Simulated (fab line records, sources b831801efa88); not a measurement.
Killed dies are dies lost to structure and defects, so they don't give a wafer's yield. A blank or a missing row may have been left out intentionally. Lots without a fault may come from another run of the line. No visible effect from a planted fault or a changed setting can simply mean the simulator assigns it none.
Check of tool commonality    flow gf180mcu    Sample size 14 lots and 42 wafers

== WHY THIS WAS OPENED ==
GF_CONTACT_THK_MEAS_01, reading CONTACT_CVD_00_THK: flagged on 2 of 14 lots. Wafers without a fault read 299 nm, standard deviation 4.3.
Rule: a lot is flagged when every wafer of it that has a number lies more than 4 standard deviations from that mean, or none has a number. As for the other lots, they are considered sound.

lot   measured      on             CONTACT_CVD_00_THK (nm), wafer by wafer  flag
L227  day 15 18:07  film-metro-02  301 298 303                              
L228  day 16 10:48  film-metro-04  294 296 295                              
L230  day 16 22:50  film-metro-02  302 296 295                              
L231  day 17 04:46  film-metro-04  305 309 304                              
L232  day 17 22:10  film-metro-02  298 295 292                              
L233  day 18 06:25  film-metro-02  594 592 600                              FLAGGED
L236  day 19 06:35  film-metro-04  303 297 297                              
L241  day 21 01:05  film-metro-04  592 599 603                              FLAGGED
L242  day 21 06:07  film-metro-03  295 311 301                              
L243  day 21 16:25  film-metro-02  306 304 290                              
L244  day 22 02:13  film-metro-04  301 302 299                              
L245  day 22 06:01  film-metro-02  295 295 299                              
L247  day 23 01:00  film-metro-04  297 300 299                              
L248  day 23 13:22  film-metro-03  303 297 304                              
The mean of the flagged lots' numbers is 597 nm, +298 nm from the usual (+69 standard deviations).

== WHICH TOOL RAN EACH LOT ==
Before the reading, the record contains 2 process steps out of a 602-step route. In each cell: the tool, then ch and the chambers that the sampled wafers went through, then the start.
lot   flag     GF_SAB_STRIP_13                       GF_CONTACT_CVD_00
L227           plasma-asher-02 ch 0,1, day 15 17:20  hdpcvd-01 ch 0,1,2, day 15 18:04
L228           plasma-asher-02 ch 0,1, day 16 09:55  hdpcvd-01 ch 0,1, day 16 10:46
L230           plasma-asher-01 ch 0,1, day 16 22:05  hdpcvd-01 ch 1,2, day 16 22:46
L231           plasma-asher-02 ch 0,1, day 17 04:00  hdpcvd-02 ch 0,1, day 17 04:42
L232           plasma-asher-01 ch 0,1, day 17 21:22  hdpcvd-01 ch 0,2, day 17 22:07
L233  FLAGGED  plasma-asher-01 ch 0,1, day 18 05:19  hdpcvd-01 ch 0,1,2, day 18 06:10
L236           plasma-asher-03 ch 0,1, day 19 05:49  hdpcvd-01 ch 0,1,2, day 19 06:32
L241  FLAGGED  plasma-asher-02 ch 0,1, day 21 00:07  hdpcvd-01 ch 0,1,2, day 21 00:50
L242           plasma-asher-01 ch 0,1, day 21 05:22  hdpcvd-02 ch 0,1,2, day 21 06:04
L243           plasma-asher-01 ch 0,1, day 21 15:39  hdpcvd-02 ch 0,1,2, day 21 16:22
L244           plasma-asher-01 ch 0,1, day 22 01:27  hdpcvd-01 ch 0,1, day 22 02:10
L245           plasma-asher-01 ch 0,1, day 22 05:15  hdpcvd-01 ch 0,1,2, day 22 05:58
L247           plasma-asher-02 ch 0,1, day 23 00:14  hdpcvd-01 ch 0,1,2, day 23 00:56
L248           plasma-asher-01 ch 0,1, day 23 12:36  hdpcvd-01 ch 0,1,2, day 23 13:19
These steps, and what they do:
- GF_SAB_STRIP_13: strips in O2/N2.
- GF_CONTACT_CVD_00: deposits SiO2, target thk 300 nm, time 50 s.
- GF_CONTACT_THK_MEAS_01

== FLAGGED OVER TOTAL, TOOL BY TOOL (the gauges that took the reading come last) ==
step                    tool             lots run  flagged  share of the flagged lots  sound lots run after its first flagged lot
GF_SAB_STRIP_13         plasma-asher-01  8         1        some                       5 (L242,L243,L244,L245,L248)
GF_SAB_STRIP_13         plasma-asher-02  5         1        some                       1 (L247)
GF_SAB_STRIP_13         plasma-asher-03  1         0        none                       -
GF_CONTACT_CVD_00       hdpcvd-01        11        2        all                        5 (L236,L244,L245,L247,L248)
GF_CONTACT_CVD_00       hdpcvd-02        3         0        none                       -
GF_CONTACT_THK_MEAS_01  film-metro-02    6         1        some                       2 (L243,L245)
GF_CONTACT_THK_MEAS_01  film-metro-03    2         0        none                       -
GF_CONTACT_THK_MEAS_01  film-metro-04    6         1        some                       2 (L244,L247)

== WHAT THE TABLE PERMITS ==
All flagged lots share 1 row of the table, namely hdpcvd-01 at GF_CONTACT_CVD_00.
- hdpcvd-01 at GF_CONTACT_CVD_00: 2 of its 11 lots flagged. Lots that were sound ran on it after the first flagged one (L236, L244, L245, L247, L248); a persistent fault on the entire tool would not allow that.
No row of the table ran every flagged lot and no sound lot after the first.

== WHAT THE SIMULATOR HAD PUT IN ==
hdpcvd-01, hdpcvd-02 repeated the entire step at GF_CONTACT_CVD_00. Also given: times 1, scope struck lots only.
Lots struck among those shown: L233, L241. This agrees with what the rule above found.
